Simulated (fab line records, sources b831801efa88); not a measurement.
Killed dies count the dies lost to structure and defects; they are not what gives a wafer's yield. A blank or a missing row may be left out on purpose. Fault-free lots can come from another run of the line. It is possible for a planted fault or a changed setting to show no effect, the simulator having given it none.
One fault through the eyes of 2 desks / flow gf180mcu / every desk sees just its own numbers, and what lay behind them comes last

FOR THE TOOL OWNER'S DESK: wet_bench-01
The tool's own readings at GF_M2_STRIP_18 (strips in post etch residue remover, time 1200 s): means of the sampled wafers that have a number, for each lot that ran on this tool. If a lot's mean is further than 4 standard deviations from the usual mean, the lot is out of limits and carries the mark OUT (the distance appears in the brackets).
Columns: A = bath_heat_duty_pct at GF_M2_STRIP_18, usual 14.2 %; B = run_length_s at GF_M2_STRIP_18, usual 1228 s
lot=L461; first seen here=day 20 04:19; A=14.7; B=1226
lot=L467; first seen here=day 22 06:26; A=12.5; B=1181 (-13) OUT
lot=L469; first seen here=day 23 12:22; A=14.3; B=1182 (-13) OUT
lot=L478; first seen here=day 26 04:11; A=14.8; B=1226
lot=L480; first seen here=day 26 17:43; A=14.5; B=1225
lot=L481; first seen here=day 26 20:36; A=15.6; B=1227
This desk's finding: out of limits on L467, L469; first on L467, day 22 06:26 (run_length_s at GF_M2_STRIP_18). L461, L478, L480, L481 stayed within limits.

AT THE METROLOGY DESK
Lot by lot, what the gauges showed, no matter which tool ran the lot: averages of those sampled wafers that carry a number. If a lot's mean is further than 4 standard deviations from the usual mean, the lot is out of limits and carries the mark OUT (the distance appears in the brackets).
Columns: A = M2_ALCU_THK at GF_M2_THK_MEAS_06, usual 455 nm
lot=L459; first seen here=day 18 19:48; A=453
lot=L461; first seen here=day 19 04:03; A=452
lot=L462; first seen here=day 19 11:01; A=456
lot=L467; first seen here=day 21 06:54; A=458
lot=L469; first seen here=day 22 13:16; A=443
lot=L472; first seen here=day 23 05:35; A=467
lot=L473; first seen here=day 23 11:44; A=452
lot=L476; first seen here=day 24 22:55; A=454
lot=L477; first seen here=day 24 23:55; A=458
lot=L478; first seen here=day 25 06:48; A=460
lot=L480; first seen here=day 25 20:07; A=451
lot=L481; first seen here=day 25 23:13; A=461
lot=L482; first seen here=day 26 07:50; A=458
This desk's verdict: no lot among the 13 shows anything out of limits.

TAKEN TOGETHER
At day 22 06:26, on L467, L469, the tool owner's desk was in a position to raise an alarm.
At the metrology desk, nothing out of limits was observed.
The metrology desk has L467, L469 on record, within its limits.
GF_M2_STRIP_18 was run on wet_bench-01 by each of the lots named.

WHAT THE SIMULATOR PUT IN
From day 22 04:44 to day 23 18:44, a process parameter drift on wet_bench-01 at GF_M2_STRIP_18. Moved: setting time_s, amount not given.
Struck lots among those shown: L467, L469.
Delay in hours, fault start to first out-of-limits reading, by desk: the tool owner's desk at 2.
